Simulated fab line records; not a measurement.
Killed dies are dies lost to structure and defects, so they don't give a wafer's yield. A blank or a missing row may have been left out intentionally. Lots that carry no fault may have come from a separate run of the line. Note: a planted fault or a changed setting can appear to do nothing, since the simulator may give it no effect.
fab line records    flow sky130    part 2 of 2: steps 28 to 39 of 39
[record] lots = 5  wafers = 15  lastDay = 47
route steps=708 shown VIA3@583 METAL4@598 CAP2M@603
lots that met no fault: taken from a fault-free run of the same line
startH: hours from the record's opening day to when the first of the lot's shown wafers began    waitH: hours elapsed since this lot's preceding step    " same as the row above    L1.1+2: one row covering several wafers at once    - no value, or no start given    * or withheld: withheld    < > ~ a bound
route shown NAME@n: a module of which the file shows steps, and the number in the route of the first    usual: mean/standard deviation of fault-free wafers    same: alike in all rows    chamber/n: place in a boat    sites: readings site by site    _std_site: how widely they spread, as a standard deviation    _edge_site: mean of outer sites minus mean of inner sites    radiusMm: how far each site lies from the wafer's centre    mask NAME#n: copy n    behind: the tool/chamber that last shaped the wafer    hold: cause of the lot's hold/its duration in hours/its outcome    device: transistor that didn't switch, given as n, p or np    end of line: at the end of the route, the tests of the same wafers    a step without rows: its recipe alone    killed: not the wafer's yield, but the dies lost to structure and defects at the first sort    map: dies across one wafer; x = killed, . = not, _ = none there
set.NAME: the run value of the setting; set.NAME@STEP: its run value at that earlier step    model.NAME: the simulator's own value behind a step, which no gauge read
a table for each step, a row for each wafer; lots at some steps of the route
services: the hour from which a tool's chamber was out of use, counted from the record's first day as startH (under 0 if before that day), plus the number of hours and why
[[steps]]
[step SKY_CAP2M_COAT_07]
[recipe] resist = NOVOLAK  spinRpm = 3000  resistThkNm = 1140
lot.wafer   tool           chamber  startH   waitH
L077.1+4+6  lithoTrack-03  0        988.93   0.1
L076.1+2+5  lithoTrack-02  0        989.92   0.1
L078.1+5+6  lithoTrack-01  0        990.40   0.1
L079.1+2+5  lithoTrack-01  0        994.35   0.1
L082.1+2+5  lithoTrack-02  0        1006.17  0.1
[step SKY_CAP2M_SOFTBAKE_08]
[recipe] tempC = 90  timeS = 60  resist = NOVOLAK
lot.wafer   tool           chamber  startH   waitH
L077.1+4+6  lithoTrack-03  0        989.08   0.1
L076.1+2+5  lithoTrack-02  0        990.07   0.1
L078.1+5+6  lithoTrack-01  0        990.55   0.1
L079.1+2+5  lithoTrack-01  0        994.50   0.1
L082.1+2+5  lithoTrack-02  0        1006.32  0.1
[step SKY_CAP2M_EXPOSE_09]
[recipe] maskId = CAP2M  na = 0.6  sourceShape = conventional  sigmaOuter = 0.6  polarization = unpolarized  targetCdNm = 1000  doseMj = 159
[usual] reticleTempC = 23.00/0.12
lot.wafer  tool             chamber  startH  waitH  mask     reticleTempC
L077.1     ilineStepper-02  0        -       -      CAP2M#0  22.92
L077.4     "                0        "       "      CAP2M#0  23.00
L077.6     "                0        "       "      CAP2M#0  22.95
L076.1     ilineStepper-01  0        -       -      CAP2M#0  22.98
L076.2     "                0        "       "      CAP2M#0  23.03
L076.5     "                0        "       "      CAP2M#0  23.00
L078.1     ilineStepper-02  0        -       -      CAP2M#0  22.93
L078.5     "                0        "       "      CAP2M#0  22.86
L078.6     "                0        "       "      CAP2M#0  22.93
L079.1     ilineStepper-02  0        -       -      CAP2M#0  23.00
L079.2     "                0        "       "      CAP2M#0  23.01
L079.5     "                0        "       "      CAP2M#0  23.15
L082.1     ilineStepper-02  0        -       -      CAP2M#0  23.15
L082.2     "                0        "       "      CAP2M#0  23.09
L082.5     "                0        "       "      CAP2M#0  22.98
[step SKY_CAP2M_PEB_10]
[recipe] tempC = withheld  timeS = *  resist = NOVOLAK
lot.wafer   tool           chamber  startH  waitH
L077.1+4+6  lithoTrack-02  0        -       -
L076.1+2+5  lithoTrack-03  0        -       -
L078.1+5+6  lithoTrack-02  0        -       -
L079.1+2+5  lithoTrack-01  0        -       -
L082.1+2+5  lithoTrack-03  0        -       -
[step SKY_CAP2M_DEVELOP_11]
[recipe] resist = NOVOLAK  developer = TMAH  developTimeS = 60  devTempC = 23
lot.wafer   tool           chamber  startH   waitH
L077.1+4+6  lithoTrack-02  0        1000.47  0.1
L076.1+2+5  lithoTrack-03  0        1001.73  0.1
L078.1+5+6  lithoTrack-02  0        1002.17  0.1
L079.1+2+5  lithoTrack-01  0        1005.80  0.1
L082.1+2+5  lithoTrack-03  0        1016.58  0.1
[step SKY_CAP2M_OVL_MEAS_12]
[usual] CAP2M_OVL = -1.3/1.4
lot.wafer  tool        chamber  startH   waitH  CAP2M_OVL[nm]
L077.1     overlay-02  -        1000.62  0.1    1.2
L077.4     "           -        "        "      0.1
L077.6     "           -        "        "      1.3
L076.1     overlay-02  -        1001.88  0.1    -1.7
L076.2     "           -        "        "      -2.5
L076.5     "           -        "        "      -1.9
L078.1     overlay-02  -        1002.32  0.1    -1.2
L078.5     "           -        "        "      1.2
L078.6     "           -        "        "      2.4
L079.1     overlay-01  -        1005.95  0.1    -2.9
L079.2     "           -        "        "      -2.2
L079.5     "           -        "        "      -0.8
L082.1     overlay-02  -        1016.73  0.1    -1.5
L082.2     "           -        "        "      -3.0
L082.5     "           -        "        "      -2.0
[step SKY_CAP2M_METAL_ETCH_13]
[recipe] targetDepthNm = 220  stopOn = SiO2  chemistry = Cl2/BCl3  target = TiN  pressureMtorr = 10  icpW = 900  biasW = 48.5  Cl2_flow_sccm = 60  bcl3FlowSccm = 30  timeS = 62.9
[usual] biasW = 48.48/0.13  drypumpMotorCurrentA = 5.60/0.29  oesProductAu = 0.943/0.0072  throttleValvePct = 21.901/0.01
lot.wafer  tool         chamber  startH   waitH  biasW  drypumpMotorCurrentA  oesProductAu  rfHoursCounterH  throttleValvePct
L077.1     rieMetal-02  0        1000.66  0.0    48.48  5.71                  0.940         16               21.902
L077.4     "            1        "        "      48.31  5.69                  0.942         -                21.900
L077.6     "            0        "        "      48.43  5.70                  0.945         -                21.910
L076.1     rieMetal-04  0        1001.92  0.0    48.54  5.70                  0.941         14               21.900
L076.2     "            0        "        "      48.64  5.72                  0.943         -                21.887
L076.5     "            0        "        "      48.53  5.72                  0.952         -                21.894
L078.1     rieMetal-01  0        1002.36  0.0    48.44  5.70                  0.945         19               21.933
L078.5     "            0        "        "      48.55  5.69                  0.957         -                21.901
L078.6     "            0        "        "      48.49  5.67                  0.951         -                21.888
L079.1     rieMetal-01  0        1005.99  0.0    48.69  5.69                  0.949         19               21.875
L079.2     "            0        "        "      48.32  5.69                  0.954         -                21.906
L079.5     "            0        "        "      48.62  5.69                  0.955         -                21.906
L082.1     rieMetal-01  0        1016.77  0.0    48.45  5.71                  0.942         20               21.910
L082.2     "            1        "        "      48.59  4.93                  0.945         14               21.890
L082.5     "            0        "        "      48.41  5.69                  0.939         -                21.877
[step SKY_CAP2M_STRIP_14]
[recipe] chemistry = O2/N2  powerW = 1400  pressureMtorr = 1500  platenTempC = withheld  o2FlowSccm = 3000  n2FlowSccm = 300  overashFraction = 0.5
[usual] drypumpMotorCurrentA = 5.6/0.53  oesProductAu = 0.711/0.0042  stripTimeToEndpointS = 12.65/0.041
lot.wafer  tool            chamber  startH   waitH  drypumpMotorCurrentA  oesProductAu  rfHoursCounterH  stripTimeToEndpointS
L077.1     plasmaAsher-03  0        1000.74  0.1    5.6                   0.709         25               12.61
L077.4     "               1        "        "      5.8                   0.711         -                12.64
L077.6     "               1        "        "      5.8                   0.716         -                12.63
L076.1     plasmaAsher-01  0        1002.08  0.1    5.0                   0.711         55               12.60
L076.2     "               1        "        "      6.4                   0.713         55               12.60
L076.5     "               0        "        "      4.9                   0.713         -                12.58
L078.1     plasmaAsher-02  1        1002.52  0.1    5.8                   0.714         84               12.64
L078.5     "               1        "        "      5.8                   0.705         -                12.68
L078.6     "               0        "        "      5.1                   0.712         -                12.69
L079.1     plasmaAsher-03  1        1006.14  0.1    5.9                   0.711         26               12.68
L079.2     "               0        "        "      5.6                   0.712         26               12.67
L079.5     "               1        "        "      5.8                   0.713         -                12.69
L082.1     plasmaAsher-01  1        1016.85  0.1    6.3                   0.710         57               12.68
L082.2     "               0        "        "      4.9                   0.716         57               12.66
L082.5     "               1        "        "      6.4                   0.710         -                12.66
[step SKY_CAP2M_STRIP_15]
[recipe] chemistry = postEtchResidueRemover  timeS = 1200  tempC = 72.5
lot.wafer   tool         chamber  startH   waitH
L077.1+4+6  wetBench-03  2        1000.84  0.1
L076.1+2+5  wetBench-03  3        1002.18  0.1
L078.1+5+6  wetBench-03  3        1002.62  0.1
L079.1+2+5  wetBench-03  2        1006.24  0.1
L082.1+2+5  wetBench-01  3        1016.95  0.1
[step SKY_CAP2M_CLEAN_16]
[recipe] chemistry = IPA  timeS = 180  tempC = 25
lot.wafer   tool         chamber  startH   waitH
L077.1+4+6  wetBench-02  0        1001.21  0.0
L076.1+2+5  wetBench-01  1        1002.55  0.0
L078.1+5+6  wetBench-01  0        1002.99  0.0
L079.1+2+5  wetBench-03  3        1006.58  0.0
L082.1+2+5  wetBench-03  2        1017.29  0.0
[step SKY_CAP2M_CLEAN_17]
[recipe] chemistry = O3/DIW  dry = n2Spin
lot.wafer   tool         chamber  startH   waitH
L077.1+4+6  wetBench-01  3        1001.27  0.0
L076.1+2+5  wetBench-02  3        1002.61  0.0
L078.1+5+6  wetBench-02  3        1003.05  0.0
L079.1+2+5  wetBench-02  3        1006.64  0.0
L082.1+2+5  wetBench-02  3        1017.35  0.0
[step SKY_METAL4_DEHYDRATE_05]
[recipe] tempC = 200  timeS = 60
lot.wafer   tool           chamber  startH   waitH
L077.1+4+6  lithoTrack-04  0        1012.00  10.6
L076.1+2+5  lithoTrack-02  0        1013.02  10.3
L078.1+5+6  lithoTrack-02  0        1013.83  10.7
L079.1+2+5  lithoTrack-04  0        1017.15  10.4
L082.1+2+5  lithoTrack-02  0        1028.28  10.8
[[services]]
tool             chamber  startH   hours  kind
pecvd-03         -        954.29   0.8    repair
rieDiel-03       3        959.79   83.3   repair
plasmaAsher-04   -        961.61   3.5    repair
cvdW-01          -        962.52   2.8    pm
rieDiel-01       1        962.98   27.9   repair
pecvd-02         -        969.10   1.4    repair
pecvd-03         -        975.11   0.8    repair
ilineStepper-02  -        978.52   1.7    pm
rieMetal-01      -        985.16   2.6    repair
cvdW-02          -        987.45   2.8    pm
pecvd-02         -        992.09   8.8    repair
wetBench-03      -        992.98   4.6    repair
pecvd-01         1        995.30   4.8    repair
rieMetal-04      1        997.98   14.3   repair
rieMetal-01      1        998.53   12.9   repair
rieDiel-02       0        1000.56  2.1    repair
rieDiel-02       0        1005.68  -      clean
rieDiel-02       0        1005.68  15.8   scheduledDown
rieDiel-02       0        1005.68  15.8   ventCycle
pecvd-02         1        1007.89  6.6    repair
ilineStepper-02  -        1013.62  0.5    repair
pvdSputter-02    -        1024.37  1.9    repair
cmp-02           -        1025.51  1.0    repair
pvdSputter-01    -        1025.90  3.3    repair
